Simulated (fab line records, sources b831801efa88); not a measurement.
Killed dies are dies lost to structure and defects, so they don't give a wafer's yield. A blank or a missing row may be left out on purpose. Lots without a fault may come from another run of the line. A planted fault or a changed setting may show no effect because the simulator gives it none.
Which tool did it? | flow sky130 | 14 lots, 42 wafers sampled, at 5 steps of a route of 708

WHAT THE GAUGES READ, wafer by wafer
SKY_VT_ADJUST_NCORE_TW_MEAS_11. Usual: VT_ADJUST_NCORE_TW 218.4, standard deviation 2.3.
lot  | measured     | on            | VT_ADJUST_NCORE_TW | flag
L194 | day 9 21:19  | film_metro-01 | 222.9 222.9 221.5  |
L193 | day 9 23:22  | film_metro-01 | 222.5 221.2 222.0  |
L196 | day 10 02:03 | film_metro-03 | 218.9 220.0 219.3  |
L198 | day 10 13:50 | film_metro-03 | 218.2 219.4 218.3  |
L199 | day 10 14:25 | film_metro-03 | 219.8 219.3 220.3  |
L201 | day 11 02:19 | film_metro-04 | 216.4 216.1 216.8  |
L202 | day 11 13:46 | film_metro-03 | 218.1 218.2 218.6  |
L203 | day 11 15:57 | film_metro-04 | 216.3 215.9 215.6  |
L204 | day 12 02:18 | film_metro-03 | 218.4 219.1 218.9  |
L205 | day 12 04:54 | film_metro-01 | 222.7 221.1 222.7  |
L206 | day 12 14:25 | film_metro-01 | 221.5 221.5 221.6  |
L208 | day 13 05:00 | film_metro-03 | 219.4 217.6 218.2  |
L210 | day 13 19:09 | film_metro-03 | 219.4 218.6 218.6  |
L214 | day 15 00:38 | film_metro-03 | 219.0 217.9 217.0  |

SKY_VT_ADJUST_PCH_TW_MEAS_10. Usual: VT_ADJUST_PCH_TW 143.4, standard deviation 2.1.
lot  | measured     | on            | VT_ADJUST_PCH_TW  | flag
L194 | day 11 21:24 | film_metro-01 | 144.2 143.8 144.0 |
L193 | day 12 00:05 | film_metro-04 | 141.1 141.4 140.9 |
L196 | day 12 02:53 | film_metro-02 | 145.8 145.7 146.3 |
L198 | day 12 16:13 | film_metro-02 | 146.6 146.2 146.5 |
L199 | day 12 16:36 | film_metro-04 | 140.9 141.1 140.7 |
L201 | day 13 05:51 | film_metro-01 | 144.5 144.8 144.8 |
L202 | day 13 17:18 | film_metro-01 | 143.4 144.1 143.9 |
L203 | day 13 20:02 | film_metro-01 | 143.6 143.9 143.9 |
L204 | day 14 07:38 | film_metro-01 | 142.6 142.8 142.9 |
L205 | day 14 10:26 | film_metro-01 | 143.0 143.4 142.9 |
L206 | day 14 19:18 | film_metro-04 | 140.9 140.8 142.0 |
L208 | day 15 13:46 | film_metro-02 | 176.0 175.4 174.8 | OFF
L210 | day 16 05:07 | film_metro-04 | 169.0 169.4 168.4 | OFF
L214 | day 17 09:07 | film_metro-04 | 140.9 140.4 140.9 |

SKY_SONOS_TUNNEL_TW_MEAS_12. Usual: SONOS_TUNNEL_TW 196.2, standard deviation 2.7.
lot  | measured     | on            | SONOS_TUNNEL_TW   | flag
L194 | day 12 22:50 | film_metro-03 | 196.0 195.6 194.9 |
L193 | day 13 01:35 | film_metro-04 | 192.9 191.8 191.9 |
L196 | day 13 05:13 | film_metro-04 | 192.5 193.0 193.4 |
L198 | day 13 18:32 | film_metro-03 | 196.2 195.7 197.3 |
L199 | day 13 18:58 | film_metro-04 | 193.9 192.5 193.1 |
L201 | day 14 09:12 | film_metro-04 | 194.7 195.2 193.5 |
L202 | day 14 21:18 | film_metro-04 | 194.3 195.0 193.9 |
L203 | day 14 23:55 | film_metro-03 | 196.5 196.4 196.0 |
L204 | day 15 12:14 | film_metro-03 | 195.5 195.3 196.4 |
L205 | day 15 14:59 | film_metro-02 | 200.6 200.8 199.8 |
L206 | day 16 00:57 | film_metro-03 | 195.2 196.8 196.6 |
L208 | day 16 17:52 | film_metro-03 | 195.6 195.9 195.3 |
L210 | day 17 08:47 | film_metro-03 | 194.7 195.8 196.1 |
L214 | day 18 14:45 | film_metro-02 | 199.6 200.0 201.1 |

WHICH TOOL RAN EACH LOT (tool, then ch and the chambers of the sampled wafers, then the start)
lot  | SKY_NWELL_RTA_28                 | SKY_VT_ADJUST_PCH_IMPLANT_08
L194 | rtp_anneal-01 ch 0, day 6 09:20  | implanter-01 ch 0, day 11 21:11
L193 | rtp_anneal-02 ch 0, day 6 10:45  | implanter-04 ch 0, day 11 23:50
L196 | rtp_anneal-01 ch 0, day 6 13:26  | implanter-01 ch 0, day 12 02:38
L198 | rtp_anneal-01 ch 0, day 6 23:24  | implanter-01 ch 0, day 12 16:01
L199 | rtp_anneal-02 ch 0, day 6 23:44  | implanter-04 ch 0, day 12 16:23
L201 | rtp_anneal-02 ch 0, day 7 10:08  | implanter-03 ch 0, day 13 05:38
L202 | rtp_anneal-02 ch 0, day 7 18:11  | implanter-03 ch 0, day 13 17:05
L203 | rtp_anneal-01 ch 0, day 7 21:48  | implanter-03 ch 0, day 13 19:47
L204 | rtp_anneal-02 ch 0, day 8 05:36  | implanter-01 ch 0, day 14 07:23
L205 | rtp_anneal-01 ch 0, day 8 08:21  | implanter-04 ch 0, day 14 10:11
L206 | rtp_anneal-02 ch 0, day 8 15:05  | implanter-04 ch 0, day 14 19:05
L208 | rtp_anneal-02 ch 0, day 9 03:51  | implanter-01 ch 0, day 15 13:11
L210 | rtp_anneal-02 ch 0, day 9 16:17  | implanter-01 ch 0, day 16 04:20
L214 | rtp_anneal-02 ch 0, day 10 15:23 | implanter-04 ch 0, day 17 08:54
- SKY_NWELL_RTA_28: time 30 s.
- SKY_VT_ADJUST_PCH_IMPLANT_08

WHAT THE TOOLS THEMSELVES READ (means of the sampled wafers that have a number; where no wafer has one, the mark that the record gives instead)
SKY_NWELL_RTA_28. Usual: lamp_power_pct 25.30 %, standard deviation 0.058; wafer_temp_C_max 1054.8, standard deviation 0.93.
lot  | tool          | lamp_power_pct (%) | wafer_temp_C_max | flag
L194 | rtp_anneal-01 | 25.32              | 1053.7           |
L193 | rtp_anneal-02 | 25.27              | 1055.0           |
L196 | rtp_anneal-01 | 25.26              | 1054.0           |
L198 | rtp_anneal-01 | 25.30              | 1054.5           |
L199 | rtp_anneal-02 | 25.42              | 1054.2           |
L201 | rtp_anneal-02 | 25.28              | 1055.6           |
L202 | rtp_anneal-02 | 25.30              | 1054.2           |
L203 | rtp_anneal-01 | 25.32              | 1054.5           |
L204 | rtp_anneal-02 | 25.31              | 1055.3           |
L205 | rtp_anneal-01 | 25.36              | 1054.6           |
L206 | rtp_anneal-02 | 25.29              | 1054.4           |
L208 | rtp_anneal-02 | 25.27              | 1055.3           |
L210 | rtp_anneal-02 | 25.29              | 1054.3           |
L214 | rtp_anneal-02 | 25.30              | 1054.2           |

THE ANSWER, worked out from the rows above alone
Rule: a lot is off if the mean of its wafers that have a number lies more than 3 standard deviations from the usual mean. A lot without any number at a reading at which 4 lots or more have one is off too. The other lots that the step has rows for count as sound. The gauges are gone through in route order, then the tools' own readings, and for those a lot's mean is taken as printed above. The first step at which some lot is off is used, and at that step the reading that is off furthest; a lot without a number counts as furthest.
Off: L208, L210, at SKY_VT_ADJUST_PCH_TW_MEAS_10 (VT_ADJUST_PCH_TW).
A tool fits if, at a process step before that reading, it ran every lot that is off, and no sound lot after the first of them. The gauges at SKY_VT_ADJUST_PCH_TW_MEAS_10 are tried like those tools. One fits: implanter-01 at SKY_VT_ADJUST_PCH_IMPLANT_08. Its last sound lot is L204 (day 14 07:23), its first lot that is off L208 (day 15 13:11): a fault that began between those two fits.

WHAT THE SIMULATOR HAD PUT IN
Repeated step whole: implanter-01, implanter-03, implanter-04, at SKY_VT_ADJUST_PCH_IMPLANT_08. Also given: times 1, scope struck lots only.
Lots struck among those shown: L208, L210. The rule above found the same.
